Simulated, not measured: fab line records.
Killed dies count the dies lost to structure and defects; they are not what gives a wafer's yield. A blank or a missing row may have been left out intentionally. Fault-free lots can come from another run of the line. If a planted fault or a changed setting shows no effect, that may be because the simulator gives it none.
Problem report in the 8D (eight disciplines) form, filled by code    flow sky130    the parts of the form that need people (team, actions taken, sign-off) are left out

== 1. WHAT IS WRONG ==
Across 6 wafers from 2 lots, SONOS_ONO_OXIDATION_THK at SKY_SONOS_ONO_THK_MEAS_01 averages 2.92 nm, while fault-free wafers read 2.58 nm with a standard deviation of 0.06. Relative to the usual mean, that is a shift of +5.6 standard deviations.
First observed at day 16 06:10: wafer L267.1, on film metro-02. At this step, 39 wafers from 13 lots have a number in the record. Rule for "out", or "out of limits": more than 4 standard deviations from the usual mean. The rest of the wafers with a number are treated as sound.

== 2. WHAT IT IS, WHAT IT ISN'T ==
question                     is                       is not
which readings at this step  SONOS_ONO_OXIDATION_THK  -
which lots                   L267, L268               L253, L254, L256, L257, L258, L261, L262, L263, L264, L266, L276
which wafers of those lots   all that have a number   -
read on which gauges         film metro-02            film metro-01, film metro-04
when                         from day 16 06:10        up to then (30 sound wafers); but 3 sound wafers of L276 came after

== 3. THE SUSPECTS, EACH WITH WHAT RULES IT OUT ==
Counting: a tool stays on the suspect list if, at a process step up to the reading, it processed all lots that are out and no sound lot following the first of them.
- the gauge at SKY_SONOS_ONO_THK_MEAS_01: kept. All the wafers that are out were read on film metro-02, and no step on other tools shows them out.
- furnace-02 at SKY_SONOS_ONO_OXIDATION_00 (stabilise 600 s, purge 300 s, target thk 2.6 nm): kept. It ran every lot that is out, first L267 (day 16 04:49), and no sound lot after that; its last sound lot up to then is L266 (day 15 20:52).
After counting, furnace-02 at SKY_SONOS_ONO_OXIDATION_00 and film metro-02 at SKY_SONOS_ONO_THK_MEAS_01 remain.

== 4. THE CAUSE (what the simulator had put in) ==
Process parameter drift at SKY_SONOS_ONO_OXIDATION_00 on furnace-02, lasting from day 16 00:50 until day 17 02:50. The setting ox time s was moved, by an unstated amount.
Of the 2 suspects that counting leaves, this tool is one.

== 5. SEQUENCE OF EFFECTS, ordered by route ==
One row per reading whose mean, taken over the struck wafers that have a number, lies over 3 standard deviations from the usual. Readings are gone through only where the record gives a usual standard deviation; hours: the median, over the lots, of the time from a lot's start at the first step in this table giving one to that lot's start at this step; sigmas: the change measured in usual standard deviations.
hours  step                       reading                  usual    on struck wafers  change  sigmas
0      SKY_SONOS_ONO_THK_MEAS_01  SONOS_ONO_OXIDATION_THK  2.58 nm  2.92              +0.34   +5.6
Later steps that measure or inspect, where all struck wafers having a row at the step show a number for every such reading and not one has moved that far: SKY_VIA3_BOW_MEAS_03, SKY_VIA3_RS_MEAS_22.

== 6. WHAT WOULD HAVE CAUGHT IT SOONER ==
The first out-of-limits reading at a measuring or inspecting step in this record came at day 16 06:10, 5 hours after the fault's start at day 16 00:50.
Of the tool readings at SKY_SONOS_ONO_OXIDATION_00 for which the record gives a usual standard deviation, none was out on any struck wafer, so an alarm limit of 4 standard deviations on them would not have fired.
Among the 2 lots that are out, L268 began SKY_SONOS_ONO_OXIDATION_00 on furnace-02 after day 16 06:10. It would have been spared by a hold on the tool at that moment.
